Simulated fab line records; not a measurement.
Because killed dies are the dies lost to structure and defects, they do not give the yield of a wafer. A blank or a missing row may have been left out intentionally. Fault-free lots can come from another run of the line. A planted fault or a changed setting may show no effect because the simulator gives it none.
Which of the tools did it? / flow gf180mcu / 40 wafers sampled from 14 lots at 1 step of a route of 602

## WHAT EACH GAUGE READ, for each wafer
GF_M5_OVL_MEAS_08. Usual: for M5_OVL the level is -4 nm and the standard deviation is 5.2.
lot=L848; measured=day 27 08:29; on=overlay-01; M5_OVL (nm)=-3 -1 -5; flag=
lot=L850; measured=day 28 03:35; on=overlay-01; M5_OVL (nm)=-6 -10 -5; flag=
lot=L851; measured=day 28 12:52; on=overlay-02; M5_OVL (nm)=-11 -5 -1; flag=
lot=L852; measured=day 28 13:34; on=overlay-01; M5_OVL (nm)=4 3 5; flag=
lot=L853; measured=day 29 04:39; on=overlay-01; M5_OVL (nm)=-4 -6 -2; flag=
lot=L855; measured=day 29 17:28; on=overlay-01; M5_OVL (nm)=-6 -10 -8; flag=
lot=L856; measured=day 30 00:10; on=overlay-01; M5_OVL (nm)=-11 -3 -4; flag=
lot=L857; measured=day 30 03:01; on=overlay-02; M5_OVL (nm)=-12 -4 2; flag=
lot=L862; measured=day 31 14:01; on=overlay-02; M5_OVL (nm)=6 -4 3; flag=
lot=L864; measured=day 32 02:25; on=overlay-01; M5_OVL (nm)=-9 -12; flag=
lot=L865; measured=day 32 07:02; on=overlay-02; M5_OVL (nm)=-4 -4 -1; flag=
lot=L866; measured=day 32 12:06; on=overlay-01; M5_OVL (nm)=-11 -13; flag=
lot=L867; measured=day 32 17:17; on=overlay-02; M5_OVL (nm)=-4 -2 -6; flag=
lot=L868; measured=day 33 03:46; on=overlay-02; M5_OVL (nm)=-2 -7 -7; flag=

## WHAT TOOL EACH LOT RAN ON (gives the tool, then ch and the chambers of the sampled wafers, and finally the start)
There is no process step in the record ahead of these readings.

## AS READ BY THE TOOLS THEMSELVES (means over the sampled wafers that have a number; for cases with no such wafer, the mark the record gives instead)
The record holds no such reading with a usual standard deviation.

## THE ANSWER, worked out from the rows above alone
Rule: take the mean of a lot's wafers that have a number; if it is more than 3 standard deviations from the usual mean, the lot is off. A lot without any number at a reading at which 4 lots or more have one is off too. The other lots that the step has rows for count as sound. After the gauges, taken in route order, come the tools' own readings; for these a lot's mean is taken, as printed above. The first step at which some lot is off is used, and at that step the reading that is off furthest; a lot without a number counts as furthest.
Across all readings shown, no lot is off: no conclusion can be drawn from this.

## WHAT WAS PUT IN BY THE SIMULATOR
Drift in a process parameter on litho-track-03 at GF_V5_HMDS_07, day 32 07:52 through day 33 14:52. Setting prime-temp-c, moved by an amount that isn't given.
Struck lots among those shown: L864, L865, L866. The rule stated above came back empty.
